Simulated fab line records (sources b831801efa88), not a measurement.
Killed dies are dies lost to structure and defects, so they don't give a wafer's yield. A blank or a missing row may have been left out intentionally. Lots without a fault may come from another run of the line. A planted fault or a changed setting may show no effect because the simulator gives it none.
fab line records / flow sky130 / part 2 of 2: steps 24 to 34 of 34
record lots=5 wafers=15 last-day=50
route steps=708 shown METAL1@438 VIA1@458
lots that met no fault: from a run of the same line without faults
start-h: start of the lot's first displayed wafer, in hours after the record's first day / wait-h: hours elapsed since this lot's preceding step / " the same as in the row above / L1.1+2: a single row standing in for several wafers / - either no value or no given start / * or withheld: withheld / < > ~ a bound
route shown NAME@n: NAME is a module with steps in the file, n the number in the route of the first one / usual: the fault-free wafers' mean and standard deviation / same: alike in all rows / chamber/n: place in a boat / sites: each site's reading / _std_site: the values' standard deviation / _edge_site: inner sites' mean taken away from outer sites' mean / radius-mm: how far each site lies from the wafer's centre / mask NAME#n: copy n / behind: the tool/chamber that last shaped the wafer / hold: what put the lot on hold/how long, in hours/how the hold closed / device: which transistor (n, p or np) failed to switch / end of line: tests of these same wafers at the route's end / step lacking rows: just its recipe / killed: count of dies lost to structure and defects at first sort (not the wafer's yield) / map: per-die view of a wafer (x killed, . not killed, _ where there is no die)
set.NAME: the setting that was run; set.NAME@STEP: the one run at that earlier step / model.NAME: the simulator's own value behind a step, which no gauge read
lots at some steps of the route; a table a step, a row a wafer
services: the hour from which a tool's chamber was out of use, counted from the record's first day as start-h (under 0 if before that day), plus the number of hours and why
## steps
# step SKY_VIA1_BOW_MEAS_03
# recipe mode=bow
# usual VIA1_BOW=80/7.3
lot.wafer=L076.2 tool=film-metro-01 chamber=- start-h=780.49 wait-h=0.2 VIA1_BOW[um]=70
lot.wafer=L076.3 tool=film-metro-01 chamber=- start-h=780.49 wait-h=0.2 VIA1_BOW[um]=80
lot.wafer=L076.4 tool=film-metro-01 chamber=- start-h=780.49 wait-h=0.2 VIA1_BOW[um]=75
lot.wafer=L080.2 tool=film-metro-02 chamber=- start-h=837.12 wait-h=0.2 VIA1_BOW[um]=78
lot.wafer=L080.3 tool=film-metro-02 chamber=- start-h=837.12 wait-h=0.2 VIA1_BOW[um]=87
lot.wafer=L080.5 tool=film-metro-02 chamber=- start-h=837.12 wait-h=0.2 VIA1_BOW[um]=74
lot.wafer=L082.1 tool=film-metro-02 chamber=- start-h=843.94 wait-h=0.1 VIA1_BOW[um]=81
lot.wafer=L082.3 tool=film-metro-02 chamber=- start-h=843.94 wait-h=0.1 VIA1_BOW[um]=71
lot.wafer=L082.4 tool=film-metro-02 chamber=- start-h=843.94 wait-h=0.1 VIA1_BOW[um]=83
lot.wafer=L084.2 tool=film-metro-02 chamber=- start-h=848.36 wait-h=0.1 VIA1_BOW[um]=89
lot.wafer=L084.5 tool=film-metro-02 chamber=- start-h=848.36 wait-h=0.1 VIA1_BOW[um]=77
lot.wafer=L084.6 tool=film-metro-02 chamber=- start-h=848.36 wait-h=0.1 VIA1_BOW[um]=80
lot.wafer=L095.1 tool=film-metro-01 chamber=- start-h=933.87 wait-h=0.2 VIA1_BOW[um]=77
lot.wafer=L095.2 tool=film-metro-01 chamber=- start-h=933.87 wait-h=0.2 VIA1_BOW[um]=77
lot.wafer=L095.6 tool=film-metro-01 chamber=- start-h=933.87 wait-h=0.2 VIA1_BOW[um]=75
# step SKY_VIA1_DEHYDRATE_04
# recipe temp-c=200 time-s=60
# usual exhaust-pa=45.0/0.82
lot.wafer=L076.2 tool=litho-track-03 chamber=0 start-h=793.01 wait-h=12.5 exhaust-pa=45.2
lot.wafer=L076.3 tool=litho-track-03 chamber=0 start-h=793.01 wait-h=12.5 exhaust-pa=45.0
lot.wafer=L076.4 tool=litho-track-03 chamber=0 start-h=793.01 wait-h=12.5 exhaust-pa=44.6
lot.wafer=L080.2 tool=litho-track-04 chamber=0 start-h=849.42 wait-h=12.3 exhaust-pa=45.4
lot.wafer=L080.3 tool=litho-track-04 chamber=0 start-h=849.42 wait-h=12.3 exhaust-pa=43.0
lot.wafer=L080.5 tool=litho-track-04 chamber=0 start-h=849.42 wait-h=12.3 exhaust-pa=43.6
lot.wafer=L082.1 tool=litho-track-04 chamber=0 start-h=856.29 wait-h=12.3 exhaust-pa=45.9
lot.wafer=L082.3 tool=litho-track-04 chamber=0 start-h=856.29 wait-h=12.3 exhaust-pa=44.7
lot.wafer=L082.4 tool=litho-track-04 chamber=0 start-h=856.29 wait-h=12.3 exhaust-pa=44.4
lot.wafer=L084.2 tool=litho-track-03 chamber=0 start-h=860.26 wait-h=11.9 exhaust-pa=44.9
lot.wafer=L084.5 tool=litho-track-03 chamber=0 start-h=860.26 wait-h=11.9 exhaust-pa=45.2
lot.wafer=L084.6 tool=litho-track-03 chamber=0 start-h=860.26 wait-h=11.9 exhaust-pa=45.5
lot.wafer=L095.1 tool=litho-track-04 chamber=0 start-h=945.59 wait-h=11.7 exhaust-pa=45.6
lot.wafer=L095.2 tool=litho-track-04 chamber=0 start-h=945.59 wait-h=11.7 exhaust-pa=45.1
lot.wafer=L095.6 tool=litho-track-04 chamber=0 start-h=945.59 wait-h=11.7 exhaust-pa=45.7
# step SKY_VIA1_HMDS_05
# recipe prime-time-s=60 prime-temp-c=119
# usual exhaust-pa=44.9/0.94
lot.wafer=L076.2 tool=litho-track-03 chamber=0 start-h=793.16 wait-h=0.1 exhaust-pa=44.4
lot.wafer=L076.3 tool=litho-track-03 chamber=0 start-h=793.16 wait-h=0.1 exhaust-pa=45.5
lot.wafer=L076.4 tool=litho-track-03 chamber=0 start-h=793.16 wait-h=0.1 exhaust-pa=45.4
lot.wafer=L080.2 tool=litho-track-04 chamber=0 start-h=849.57 wait-h=0.1 exhaust-pa=45.4
lot.wafer=L080.3 tool=litho-track-04 chamber=0 start-h=849.57 wait-h=0.1 exhaust-pa=44.9
lot.wafer=L080.5 tool=litho-track-04 chamber=0 start-h=849.57 wait-h=0.1 exhaust-pa=44.5
lot.wafer=L082.1 tool=litho-track-04 chamber=0 start-h=856.44 wait-h=0.1 exhaust-pa=46.7
lot.wafer=L082.3 tool=litho-track-04 chamber=0 start-h=856.44 wait-h=0.1 exhaust-pa=46.1
lot.wafer=L082.4 tool=litho-track-04 chamber=0 start-h=856.44 wait-h=0.1 exhaust-pa=47.6
lot.wafer=L084.2 tool=litho-track-03 chamber=0 start-h=860.41 wait-h=0.1 exhaust-pa=45.0
lot.wafer=L084.5 tool=litho-track-03 chamber=0 start-h=860.41 wait-h=0.1 exhaust-pa=44.9
lot.wafer=L084.6 tool=litho-track-03 chamber=0 start-h=860.41 wait-h=0.1 exhaust-pa=45.5
lot.wafer=L095.1 tool=litho-track-04 chamber=0 start-h=945.74 wait-h=0.1 exhaust-pa=46.0
lot.wafer=L095.2 tool=litho-track-04 chamber=0 start-h=945.74 wait-h=0.1 exhaust-pa=46.2
lot.wafer=L095.6 tool=litho-track-04 chamber=0 start-h=945.74 wait-h=0.1 exhaust-pa=44.8
# step SKY_VIA1_COAT_06
# recipe resist=BARC temp-c=withheld time-s=withheld spin-rpm=3000 resist-thk-nm=60
# usual exhaust-pa=44.8/1 spin-speed-rpm=3000.0/2.3
lot.wafer=L076.2 tool=litho-track-03 chamber=0 start-h=793.31 wait-h=0.1 exhaust-pa=45.4 spin-speed-rpm=3003.8
lot.wafer=L076.3 tool=litho-track-03 chamber=0 start-h=793.31 wait-h=0.1 exhaust-pa=45.2 spin-speed-rpm=2999.8
lot.wafer=L076.4 tool=litho-track-03 chamber=0 start-h=793.31 wait-h=0.1 exhaust-pa=44.0 spin-speed-rpm=2997.2
lot.wafer=L080.2 tool=litho-track-04 chamber=0 start-h=849.72 wait-h=0.1 exhaust-pa=44.9 spin-speed-rpm=3001.5
lot.wafer=L080.3 tool=litho-track-04 chamber=0 start-h=849.72 wait-h=0.1 exhaust-pa=43.4 spin-speed-rpm=2996.0
lot.wafer=L080.5 tool=litho-track-04 chamber=0 start-h=849.72 wait-h=0.1 exhaust-pa=43.1 spin-speed-rpm=2999.6
lot.wafer=L082.1 tool=litho-track-04 chamber=0 start-h=856.59 wait-h=0.1 exhaust-pa=45.6 spin-speed-rpm=3000.5
lot.wafer=L082.3 tool=litho-track-04 chamber=0 start-h=856.59 wait-h=0.1 exhaust-pa=44.3 spin-speed-rpm=2999.8
lot.wafer=L082.4 tool=litho-track-04 chamber=0 start-h=856.59 wait-h=0.1 exhaust-pa=43.9 spin-speed-rpm=3000.6
lot.wafer=L084.2 tool=litho-track-03 chamber=0 start-h=860.56 wait-h=0.1 exhaust-pa=45.3 spin-speed-rpm=3002.8
lot.wafer=L084.5 tool=litho-track-03 chamber=0 start-h=860.56 wait-h=0.1 exhaust-pa=44.3 spin-speed-rpm=2997.0
lot.wafer=L084.6 tool=litho-track-03 chamber=0 start-h=860.56 wait-h=0.1 exhaust-pa=44.4 spin-speed-rpm=2994.5
lot.wafer=L095.1 tool=litho-track-04 chamber=0 start-h=945.89 wait-h=0.1 exhaust-pa=44.8 spin-speed-rpm=3002.2
lot.wafer=L095.2 tool=litho-track-04 chamber=0 start-h=945.89 wait-h=0.1 exhaust-pa=45.5 spin-speed-rpm=3001.7
lot.wafer=L095.6 tool=litho-track-04 chamber=0 start-h=945.89 wait-h=0.1 exhaust-pa=44.9 spin-speed-rpm=2996.6
# step SKY_VIA1_COAT_07
# recipe resist=KrF-thick spin-rpm=3000 resist-thk-nm=450
# usual exhaust-pa=45.0/0.86 spin-speed-rpm=2999.9/1.8
lot.wafer=L076.2 tool=litho-track-03 chamber=0 start-h=- wait-h=- exhaust-pa=45.3 spin-speed-rpm=2997.3
lot.wafer=L076.3 tool=litho-track-03 chamber=0 start-h=- wait-h=- exhaust-pa=44.7 spin-speed-rpm=2998.6
lot.wafer=L076.4 tool=litho-track-03 chamber=0 start-h=- wait-h=- exhaust-pa=43.9 spin-speed-rpm=2998.7
lot.wafer=L080.2 tool=litho-track-04 chamber=0 start-h=- wait-h=- exhaust-pa=44.5 spin-speed-rpm=3001.9
lot.wafer=L080.3 tool=litho-track-04 chamber=0 start-h=- wait-h=- exhaust-pa=44.9 spin-speed-rpm=3001.5
lot.wafer=L080.5 tool=litho-track-04 chamber=0 start-h=- wait-h=- exhaust-pa=45.7 spin-speed-rpm=3001.3
lot.wafer=L082.1 tool=litho-track-04 chamber=0 start-h=- wait-h=- exhaust-pa=44.4 spin-speed-rpm=3000.9
lot.wafer=L082.3 tool=litho-track-04 chamber=0 start-h=- wait-h=- exhaust-pa=44.9 spin-speed-rpm=2998.9
lot.wafer=L082.4 tool=litho-track-04 chamber=0 start-h=- wait-h=- exhaust-pa=45.1 spin-speed-rpm=3000.6
lot.wafer=L084.2 tool=litho-track-03 chamber=0 start-h=- wait-h=- exhaust-pa=45.8 spin-speed-rpm=3000.1
lot.wafer=L084.5 tool=litho-track-03 chamber=0 start-h=- wait-h=- exhaust-pa=44.8 spin-speed-rpm=3001.7
lot.wafer=L084.6 tool=litho-track-03 chamber=0 start-h=- wait-h=- exhaust-pa=45.7 spin-speed-rpm=3001.8
lot.wafer=L095.1 tool=litho-track-04 chamber=0 start-h=- wait-h=- exhaust-pa=44.2 spin-speed-rpm=3000.1
lot.wafer=L095.2 tool=litho-track-04 chamber=0 start-h=- wait-h=- exhaust-pa=45.1 spin-speed-rpm=3001.5
lot.wafer=L095.6 tool=litho-track-04 chamber=0 start-h=- wait-h=- exhaust-pa=44.9 spin-speed-rpm=3001.3
# step SKY_VIA1_SOFTBAKE_08
# recipe temp-c=100 time-s=90 resist=KrF-thick
# usual exhaust-pa=44.9/0.8
lot.wafer=L076.2 tool=litho-track-03 chamber=0 start-h=- wait-h=- exhaust-pa=44.7
lot.wafer=L076.3 tool=litho-track-03 chamber=0 start-h=- wait-h=- exhaust-pa=45.0
lot.wafer=L076.4 tool=litho-track-03 chamber=0 start-h=- wait-h=- exhaust-pa=44.8
lot.wafer=L080.2 tool=litho-track-04 chamber=0 start-h=- wait-h=- exhaust-pa=45.5
lot.wafer=L080.3 tool=litho-track-04 chamber=0 start-h=- wait-h=- exhaust-pa=44.6
lot.wafer=L080.5 tool=litho-track-04 chamber=0 start-h=- wait-h=- exhaust-pa=45.4
lot.wafer=L082.1 tool=litho-track-04 chamber=0 start-h=- wait-h=- exhaust-pa=43.8
lot.wafer=L082.3 tool=litho-track-04 chamber=0 start-h=- wait-h=- exhaust-pa=43.2
lot.wafer=L082.4 tool=litho-track-04 chamber=0 start-h=- wait-h=- exhaust-pa=42.8
lot.wafer=L084.2 tool=litho-track-03 chamber=0 start-h=- wait-h=- exhaust-pa=44.6
lot.wafer=L084.5 tool=litho-track-03 chamber=0 start-h=- wait-h=- exhaust-pa=45.2
lot.wafer=L084.6 tool=litho-track-03 chamber=0 start-h=- wait-h=- exhaust-pa=45.7
lot.wafer=L095.1 tool=litho-track-04 chamber=0 start-h=- wait-h=- exhaust-pa=45.9
lot.wafer=L095.2 tool=litho-track-04 chamber=0 start-h=- wait-h=- exhaust-pa=45.0
lot.wafer=L095.6 tool=litho-track-04 chamber=0 start-h=- wait-h=- exhaust-pa=44.7
# step SKY_VIA1_EXPOSE_09
# recipe mask-id=VIM na=0.8 source-shape=annular sigma-inner=0.55 sigma-outer=0.85 target-cd-nm=150 dose-mj=38
lot.wafer=L076.2+3+4 tool=krf-scanner-02 chamber=0 start-h=- wait-h=- mask=VIM#0
lot.wafer=L080.2+3+5 tool=krf-scanner-02 chamber=0 start-h=- wait-h=- mask=VIM#0
lot.wafer=L082.1+3+4 tool=krf-scanner-02 chamber=0 start-h=- wait-h=- mask=VIM#0
lot.wafer=L084.2+5+6 tool=krf-scanner-01 chamber=0 start-h=- wait-h=- mask=VIM#0
lot.wafer=L095.1+2+6 tool=krf-scanner-01 chamber=0 start-h=- wait-h=- mask=VIM#0
# step SKY_VIA1_PEB_10
# recipe peb-temp-c=withheld peb-time-s=withheld resist=KrF-thick
# usual exhaust-pa=45.2/0.86
lot.wafer=L076.2 tool=litho-track-03 chamber=0 start-h=- wait-h=- exhaust-pa=44.2
lot.wafer=L076.3 tool=litho-track-03 chamber=0 start-h=- wait-h=- exhaust-pa=44.3
lot.wafer=L076.4 tool=litho-track-03 chamber=0 start-h=- wait-h=- exhaust-pa=45.1
lot.wafer=L080.2 tool=litho-track-03 chamber=0 start-h=- wait-h=- exhaust-pa=45.4
lot.wafer=L080.3 tool=litho-track-03 chamber=0 start-h=- wait-h=- exhaust-pa=46.0
lot.wafer=L080.5 tool=litho-track-03 chamber=0 start-h=- wait-h=- exhaust-pa=44.6
lot.wafer=L082.1 tool=litho-track-04 chamber=0 start-h=- wait-h=- exhaust-pa=45.8
lot.wafer=L082.3 tool=litho-track-04 chamber=0 start-h=- wait-h=- exhaust-pa=45.1
lot.wafer=L082.4 tool=litho-track-04 chamber=0 start-h=- wait-h=- exhaust-pa=44.7
lot.wafer=L084.2 tool=litho-track-02 chamber=0 start-h=- wait-h=- exhaust-pa=45.0
lot.wafer=L084.5 tool=litho-track-02 chamber=0 start-h=- wait-h=- exhaust-pa=46.7
lot.wafer=L084.6 tool=litho-track-02 chamber=0 start-h=- wait-h=- exhaust-pa=47.3
lot.wafer=L095.1 tool=litho-track-04 chamber=0 start-h=- wait-h=- exhaust-pa=46.5
lot.wafer=L095.2 tool=litho-track-04 chamber=0 start-h=- wait-h=- exhaust-pa=45.8
lot.wafer=L095.6 tool=litho-track-04 chamber=0 start-h=- wait-h=- exhaust-pa=46.0
# step SKY_VIA1_DEVELOP_11
# recipe develop-time-s=60 resist=KrF-thick dev-temp-c=21
# usual developer-temp-C=21.01/0.11 exhaust-pa=45.2/0.95
lot.wafer=L076.2 tool=litho-track-03 chamber=0 start-h=- wait-h=- developer-temp-C=21.04 exhaust-pa=44.8
lot.wafer=L076.3 tool=litho-track-03 chamber=0 start-h=- wait-h=- developer-temp-C=20.99 exhaust-pa=44.8
lot.wafer=L076.4 tool=litho-track-03 chamber=0 start-h=- wait-h=- developer-temp-C=21.07 exhaust-pa=45.0
lot.wafer=L080.2 tool=litho-track-03 chamber=0 start-h=- wait-h=- developer-temp-C=21.12 exhaust-pa=44.5
lot.wafer=L080.3 tool=litho-track-03 chamber=0 start-h=- wait-h=- developer-temp-C=20.99 exhaust-pa=43.5
lot.wafer=L080.5 tool=litho-track-03 chamber=0 start-h=- wait-h=- developer-temp-C=21.20 exhaust-pa=43.8
lot.wafer=L082.1 tool=litho-track-04 chamber=0 start-h=- wait-h=- developer-temp-C=21.13 exhaust-pa=46.6
lot.wafer=L082.3 tool=litho-track-04 chamber=0 start-h=- wait-h=- developer-temp-C=21.17 exhaust-pa=45.7
lot.wafer=L082.4 tool=litho-track-04 chamber=0 start-h=- wait-h=- developer-temp-C=21.03 exhaust-pa=45.2
lot.wafer=L084.2 tool=litho-track-02 chamber=0 start-h=- wait-h=- developer-temp-C=21.04 exhaust-pa=45.6
lot.wafer=L084.5 tool=litho-track-02 chamber=0 start-h=- wait-h=- developer-temp-C=21.02 exhaust-pa=46.6
lot.wafer=L084.6 tool=litho-track-02 chamber=0 start-h=- wait-h=- developer-temp-C=20.98 exhaust-pa=45.6
lot.wafer=L095.1 tool=litho-track-04 chamber=0 start-h=- wait-h=- developer-temp-C=20.97 exhaust-pa=44.7
lot.wafer=L095.2 tool=litho-track-04 chamber=0 start-h=- wait-h=- developer-temp-C=20.85 exhaust-pa=44.5
lot.wafer=L095.6 tool=litho-track-04 chamber=0 start-h=- wait-h=- developer-temp-C=21.02 exhaust-pa=44.9
# step SKY_VIA1_CD_MEAS_12
# recipe target-cd-nm=150
# usual cd-nm=150.1/2
lot.wafer=L076.2 tool=cd-sem-02 chamber=- start-h=807.30 wait-h=- cd-nm=148.8
lot.wafer=L076.3 tool=cd-sem-02 chamber=- start-h=807.30 wait-h=- cd-nm=147.7
lot.wafer=L076.4 tool=cd-sem-02 chamber=- start-h=807.30 wait-h=- cd-nm=147.9
lot.wafer=L080.2 tool=cd-sem-01 chamber=- start-h=863.10 wait-h=- cd-nm=149.6
lot.wafer=L080.3 tool=cd-sem-01 chamber=- start-h=863.10 wait-h=- cd-nm=151.7
lot.wafer=L080.5 tool=cd-sem-01 chamber=- start-h=863.10 wait-h=- cd-nm=153.2
lot.wafer=L082.1 tool=cd-sem-01 chamber=- start-h=870.99 wait-h=- cd-nm=154.7
lot.wafer=L082.3 tool=cd-sem-01 chamber=- start-h=870.99 wait-h=- cd-nm=155.1
lot.wafer=L082.4 tool=cd-sem-01 chamber=- start-h=870.99 wait-h=- cd-nm=152.6
lot.wafer=L084.2 tool=cd-sem-02 chamber=- start-h=874.36 wait-h=- cd-nm=148.7
lot.wafer=L084.5 tool=cd-sem-02 chamber=- start-h=874.36 wait-h=- cd-nm=150.1
lot.wafer=L084.6 tool=cd-sem-02 chamber=- start-h=874.36 wait-h=- cd-nm=148.5
lot.wafer=L095.1 tool=cd-sem-02 chamber=- start-h=958.54 wait-h=- cd-nm=148.4
lot.wafer=L095.2 tool=cd-sem-02 chamber=- start-h=958.54 wait-h=- cd-nm=146.9
lot.wafer=L095.6 tool=cd-sem-02 chamber=- start-h=958.54 wait-h=- cd-nm=147.4
# step SKY_VIA1_OVL_MEAS_13
# usual VIA1_OVL=-4/5.4
lot.wafer=L076.2 tool=overlay-02 chamber=- start-h=807.41 wait-h=0.1 VIA1_OVL[nm]=-8
lot.wafer=L076.3 tool=overlay-02 chamber=- start-h=807.41 wait-h=0.1 VIA1_OVL[nm]=-6
lot.wafer=L076.4 tool=overlay-02 chamber=- start-h=807.41 wait-h=0.1 VIA1_OVL[nm]=-10
lot.wafer=L080.2 tool=overlay-01 chamber=- start-h=863.21 wait-h=0.1 VIA1_OVL[nm]=-7
lot.wafer=L080.3 tool=overlay-01 chamber=- start-h=863.21 wait-h=0.1 VIA1_OVL[nm]=-8
lot.wafer=L080.5 tool=overlay-01 chamber=- start-h=863.21 wait-h=0.1 VIA1_OVL[nm]=-21
lot.wafer=L082.1 tool=overlay-01 chamber=- start-h=871.11 wait-h=0.1 VIA1_OVL[nm]=-6
lot.wafer=L082.3 tool=overlay-01 chamber=- start-h=871.11 wait-h=0.1 VIA1_OVL[nm]=-2
lot.wafer=L082.4 tool=overlay-01 chamber=- start-h=871.11 wait-h=0.1 VIA1_OVL[nm]=-3
lot.wafer=L084.2 tool=overlay-01 chamber=- start-h=874.47 wait-h=0.1 VIA1_OVL[nm]=-7
lot.wafer=L084.5 tool=overlay-01 chamber=- start-h=874.47 wait-h=0.1 VIA1_OVL[nm]=-7
lot.wafer=L084.6 tool=overlay-01 chamber=- start-h=874.47 wait-h=0.1 VIA1_OVL[nm]=-2
lot.wafer=L095.1 tool=overlay-01 chamber=- start-h=958.66 wait-h=0.1 VIA1_OVL[nm]=-2
lot.wafer=L095.2 tool=overlay-01 chamber=- start-h=958.66 wait-h=0.1 VIA1_OVL[nm]=-6
lot.wafer=L095.6 tool=overlay-01 chamber=- start-h=958.66 wait-h=0.1 VIA1_OVL[nm]=-4
## services
tool=cmp-02 chamber=- start-h=752.22 hours=2.7 kind=pm
tool=cmp-02 chamber=- start-h=758.24 hours=0.6 kind=repair
tool=hdpcvd-02 chamber=- start-h=761.03 hours=2.8 kind=pm
tool=krf-scanner-01 chamber=- start-h=766.19 hours=1.3 kind=pm
tool=rie-metal-03 chamber=- start-h=772.63 hours=4.3 kind=pm
tool=cmp-02 chamber=- start-h=775.45 hours=1.4 kind=repair
tool=krf-scanner-02 chamber=- start-h=796.94 hours=0.4 kind=repair
tool=krf-scanner-01 chamber=- start-h=817.31 hours=1.0 kind=pm
tool=hdpcvd-02 chamber=1 start-h=828.82 hours=4.0 kind=repair
tool=krf-scanner-02 chamber=- start-h=834.07 hours=1.0 kind=pm
tool=krf-scanner-01 chamber=- start-h=840.35 hours=0.8 kind=pm
tool=krf-scanner-02 chamber=- start-h=845.53 hours=0.8 kind=pm
tool=hdpcvd-02 chamber=- start-h=854.48 hours=5.6 kind=repair
tool=rie-metal-03 chamber=- start-h=862.05 hours=0.9 kind=repair
tool=krf-scanner-01 chamber=- start-h=866.56 hours=5.3 kind=repair
tool=rie-metal-03 chamber=- start-h=869.71 hours=2.8 kind=pm
tool=krf-scanner-01 chamber=- start-h=876.09 hours=3.6 kind=pm
tool=plasma-asher-03 chamber=- start-h=881.48 hours=0.7 kind=repair
tool=krf-scanner-01 chamber=- start-h=882.98 hours=4.4 kind=pm
tool=rie-metal-03 chamber=- start-h=893.56 hours=0.4 kind=repair
tool=krf-scanner-02 chamber=- start-h=897.92 hours=1.3 kind=pm
tool=plasma-asher-03 chamber=- start-h=936.46 hours=2.5 kind=repair
tool=krf-scanner-01 chamber=- start-h=942.09 hours=1.3 kind=pm
tool=hdpcvd-02 chamber=- start-h=950.25 hours=15.0 kind=pm
